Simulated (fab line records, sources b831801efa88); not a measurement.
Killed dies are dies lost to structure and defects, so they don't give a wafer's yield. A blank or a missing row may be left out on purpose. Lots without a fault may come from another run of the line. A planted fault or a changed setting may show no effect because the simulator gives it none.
Split-lot experiment | flow gf180mcu | 5 lots, 23 wafers read, on a route of 602 steps

THE SPLIT
At GF_CONTACT_CVD_00 (deposits SiO2, target thk 300 nm, time 50 s), the setting sih4_flow_sccm was moved away from the recipe's 60 sccm on 7 of the 23 wafers read, by -13.4% to +7.3%. The other wafers ran this setting at the recipe's value.

The file shows no step between the split and the reading.

THE READING
CONTACT_CVD_00_THK, in nm, at GF_CONTACT_THK_MEAS_01. Fault-free wafers of this fab line usually give 300.3 nm, standard deviation 2.9 nm.

wafer  | tool, chamber at the split | sih4_flow_sccm as run, sccm | against the recipe | CONTACT_CVD_00_THK, nm | against lot-mates on the recipe
L075.2 | hdpcvd-01, 0               | 60                          | recipe             | 298.8                  | -
L075.3 | hdpcvd-01, 2               | 60                          | recipe             | 305.3                  | -
L075.4 | hdpcvd-01, 0               | 60                          | recipe             | 297.3                  | -
L077.1 | hdpcvd-02, 1               | 60                          | recipe             | 302.0                  | -
L077.2 | hdpcvd-02, 2               | 64.39                       | +7.3%              | 323.9                  | +23.0
L077.3 | hdpcvd-02, 0               | 60                          | recipe             | 302.3                  | -
L077.4 | hdpcvd-02, 2               | 60                          | recipe             | 298.5                  | -
L077.6 | hdpcvd-02, 0               | 64.39                       | +7.3%              | 321.8                  | +20.9
L080.2 | hdpcvd-02, 2               | 56.73                       | -5.5%              | 282.6                  | -18.7
L080.3 | hdpcvd-02, 2               | 56.73                       | -5.5%              | 283.9                  | -17.4
L080.4 | hdpcvd-02, 1               | 56.73                       | -5.5%              | 284.9                  | -16.4
L080.5 | hdpcvd-02, 2               | 60                          | recipe             | 303.3                  | -
L080.6 | hdpcvd-02, 1               | 60                          | recipe             | 299.3                  | -
L081.1 | hdpcvd-01, 0               | 60                          | recipe             | 301.4                  | -
L081.2 | hdpcvd-01, 2               | 60                          | recipe             | 298.8                  | -
L081.3 | hdpcvd-01, 1               | 60                          | recipe             | 300.0                  | -
L081.5 | hdpcvd-01, 1               | 51.98                       | -13.4%             | 260.3                  | -39.8
L081.6 | hdpcvd-01, 0               | 51.98                       | -13.4%             | 259.5                  | -40.6
L082.2 | hdpcvd-02, 1               | 60                          | recipe             | 301.4                  | -
L082.3 | hdpcvd-02, 2               | 60                          | recipe             | 303.0                  | -
L082.4 | hdpcvd-02, 1               | 60                          | recipe             | 298.0                  | -
L082.5 | hdpcvd-02, 0               | 60                          | recipe             | 303.7                  | -
L082.6 | hdpcvd-02, 2               | 60                          | recipe             | 303.3                  | -

THE FIT
A straight line over all 23 wafers: CONTACT_CVD_00_THK changes by +3.07 nm for each +1% of sih4_flow_sccm; r = +0.99; the points scatter about the line by 2.1 nm.
The same after taking each lot's own level away (the mean of its wafers on the recipe; 23 wafers): +3.03 nm for each +1%; r = +0.99; scatter 2 nm.
On that fit, the largest move of sih4_flow_sccm shifts the reading by 41 nm.
The lots' own levels span 300.07 to 301.88 nm, that is 0.6 times the standard deviation above.
So the lot-to-lot level changes the slope little: the two slopes agree.
Check: with one of the wafers moved furthest among these (-13.4%) left out of the fit, the line predicts -41 nm for it against its lot-mates. It came out at -39.8 nm against them.

OTHER SPLITS ON THESE WAFERS
These wafers also went through other splits before the reading. Each is held against what the fit with the lots' levels taken away leaves over:
other split on the same wafers      | wafers away from the commonest value | r with CONTACT_CVD_00_THK (lot level and that fit taken away)
GF_HV_LDD_DEVELOP_45 develop_time_s | 7                                    | +0.17
GF_NSD_DEVELOP_06 develop_time_s    | 11                                   | -0.06
GF_PSD_COAT_02 spin_rpm             | 11                                   | +0.08
GF_PSD_IMPLANT_09 dose_cm2          | 10                                   | +0.21
GF_SAB_DEVELOP_08 develop_time_s    | 7                                    | +0.10

THE WHOLE CHAIN: every reading that the file lists as answering this split, in the file's order
step                   | what it does                                                   | reading                                                                        | change (the file's fit)              | r (the file's)
GF_CONTACT_CVD_00      | deposits SiO2, target thk 300 nm, time 50 s                    | SiO2_of_CONTACT_CVD_00.thk_nm (the simulator's own value, which no gauge read) | +3.03 nm for each +1% of the setting | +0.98
GF_CONTACT_THK_MEAS_01 |                                                                | CONTACT_CVD_00_THK                                                             | +3.03 for each +1% of the setting    | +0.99
GF_CONTACT_ETCH_17     | etches SiO2 in C4F8/O2/Ar, stops on CoSi2, target depth 860 nm | CONTACT.feature_depth_nm (the simulator's own value, which no gauge read)      | +3.05 nm for each +1% of the setting | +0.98

THE FILE'S OWN FIT
CONTACT_CVD_00_THK changes by +3.03 nm for each +1% of sih4_flow_sccm, r = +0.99.
